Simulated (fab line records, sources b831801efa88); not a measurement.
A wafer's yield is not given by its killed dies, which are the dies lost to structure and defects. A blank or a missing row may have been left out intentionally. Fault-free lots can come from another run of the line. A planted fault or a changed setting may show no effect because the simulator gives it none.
Which tool did it? :: flow gf180mcu :: 6 lots, 18 wafers sampled, at 3 steps of a route of 602

WHAT THE GAUGES READ, wafer by wafer
GF_V4_THK_MEAS_01.
lot: L312
measured: day 23 14:00
on: film_metro-01
V4_CVD_00_THK (nm): 595 602 603

lot: L316
measured: day 25 01:45
on: film_metro-04
V4_CVD_00_THK (nm): 594 594 599

lot: L320
measured: day 26 14:35
on: film_metro-02
V4_CVD_00_THK (nm): 599 588 591

lot: L323
measured: day 27 10:56
on: film_metro-04
V4_CVD_00_THK (nm): 607 612 602

lot: L331
measured: day 30 08:09
on: film_metro-02
V4_CVD_00_THK (nm): 599 602 596

lot: L334
measured: day 30 14:59
on: film_metro-04
V4_CVD_00_THK (nm): 597 595 600

WHAT TOOL EACH LOT RAN ON (gives the tool, then ch and the chambers of the sampled wafers, and finally the start)
lot: L312
GF_M3_SPUTTER_00: pvd_sputter-03, day 20 12:03
GF_V4_CVD_00: hdpcvd-02 ch 0,1,2, day 23 13:56

lot: L316
GF_M3_SPUTTER_00: pvd_sputter-01, day 22 01:39
GF_V4_CVD_00: hdpcvd-02 ch 0,1, day 25 01:38

lot: L320
GF_M3_SPUTTER_00: pvd_sputter-03, day 23 18:49
GF_V4_CVD_00: hdpcvd-02 ch 0,1,2, day 26 14:31

lot: L323
GF_M3_SPUTTER_00: pvd_sputter-01, day 24 16:10
GF_V4_CVD_00: hdpcvd-01 ch 0,1,2, day 27 10:51

lot: L331
GF_M3_SPUTTER_00: pvd_sputter-03, day 27 19:23
GF_V4_CVD_00: hdpcvd-01 ch 0,1,2, day 30 08:05

lot: L334
GF_M3_SPUTTER_00: pvd_sputter-03, day 28 03:36
GF_V4_CVD_00: hdpcvd-02 ch 0,1, day 30 14:55
- GF_M3_SPUTTER_00: material Ti, target thk 37.5 nm, time 150 s.
- GF_V4_CVD_00: deposits SiO2, target thk 600 nm, time 100 s.

THE ANSWER, worked out from the rows above alone
Rule: usual is defined by the lots themselves. The widest of any qualifying gaps counts: lots, ordered by their means at a reading, are off when they make up no more than a third of the lots, leave a main group of 4 or more, and stand apart from it by 3 or more times the standard deviation of that group's means. Not used: any main group whose means are identical at the precision the tables above print for the reading. A lot without any number at a reading at which 4 lots or more have one is off too. The other lots that the step has rows for count as sound.
Nothing can be told from this: no lot is off at any reading shown.

WHAT THE SIMULATOR HAD PUT IN
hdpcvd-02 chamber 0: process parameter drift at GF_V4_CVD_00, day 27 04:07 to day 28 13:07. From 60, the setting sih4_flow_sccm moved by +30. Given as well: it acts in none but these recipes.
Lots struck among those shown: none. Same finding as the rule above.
